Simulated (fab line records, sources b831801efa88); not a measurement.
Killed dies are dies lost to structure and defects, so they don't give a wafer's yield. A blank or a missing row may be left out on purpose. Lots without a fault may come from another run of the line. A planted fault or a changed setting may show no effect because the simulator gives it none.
One fault seen from 2 desks | flow gf180mcu | each desk has only its own numbers; what lay behind them comes last

THE METROLOGY DESK
What the gauges read, lot by lot, whatever tool the lot ran on: means of the sampled wafers that have a number. A lot is out of limits, marked OUT, if its mean lies more than 4 standard deviations from the usual mean; the brackets give that distance.
Columns: A = M2_OVL at GF_M2_OVL_MEAS_15, usual 3 nm; B = V3_CVD_02_THK at GF_V3_THK_MEAS_03, usual 850 nm; C = V3_BOW at GF_V3_BOW_MEAS_05, usual 113 um
lot  | first seen here | A  | B              | C
L346 | day 19 01:10    | -5 | 849            | 120
L348 | day 19 22:08    | 15 | 860            | 110
L351 | day 21 03:02    | 4  | 844            | 107
L353 | day 21 22:52    | 3  | 849            | 106
L354 | day 22 08:50    | -5 | 834            | 118
L355 | day 22 21:23    | 0  | 857            | 119
L358 | day 23 16:07    | 7  | 845            | 116
L359 | day 24 00:34    | 3  | 969 (+12) OUT  | 122
L360 | day 24 02:49    | -3 | 1092 (+24) OUT | 112
L361 | day 24 21:49    | 3  | 861            | 114
L368 | day 26 20:25    | 6  | 854            | 104
L369 | day 26 22:43    | 4  | 839            | 119
This desk's finding: out of limits on L359, L360; first on L359, day 26 00:03 (V3_CVD_02_THK at GF_V3_THK_MEAS_03). In limits: L346, L348, L351, L353, L354, L355, L358, L361, L368, L369.

THE TOOL OWNER'S DESK: pecvd-04
The tool's own readings at GF_V3_CVD_02 (deposits SiO2 from TEOS, target thk 850 nm, time 94.851 s): means of the sampled wafers that have a number, for each lot that ran on this tool. A lot is out of limits, marked OUT, if its mean lies more than 4 standard deviations from the usual mean; the brackets give that distance.
Columns: A = heater_power_w at GF_V3_CVD_02, usual 718 W
lot  | first seen here | A
L348 | day 22 01:41    | 627
L355 | day 24 23:07    | 724
L359 | day 25 23:59    | 609
L360 | day 26 02:12    | 686
This desk's finding: nothing out of limits on any of the 4 lots.

PUT TOGETHER
The metrology desk could have raised an alarm at day 26 00:03, on L359, L360.
The tool owner's desk saw nothing out of limits.
The tool owner's desk has L359, L360 on record, within its limits.
Of the lots named, all ran GF_V3_CVD_02 on pecvd-04.

WHAT THE SIMULATOR HAD PUT IN
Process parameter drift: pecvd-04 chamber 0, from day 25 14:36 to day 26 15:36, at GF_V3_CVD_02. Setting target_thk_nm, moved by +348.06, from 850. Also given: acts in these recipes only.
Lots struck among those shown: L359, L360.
Hours from the fault's start to each desk's first reading out of limits: the metrology desk, 9.
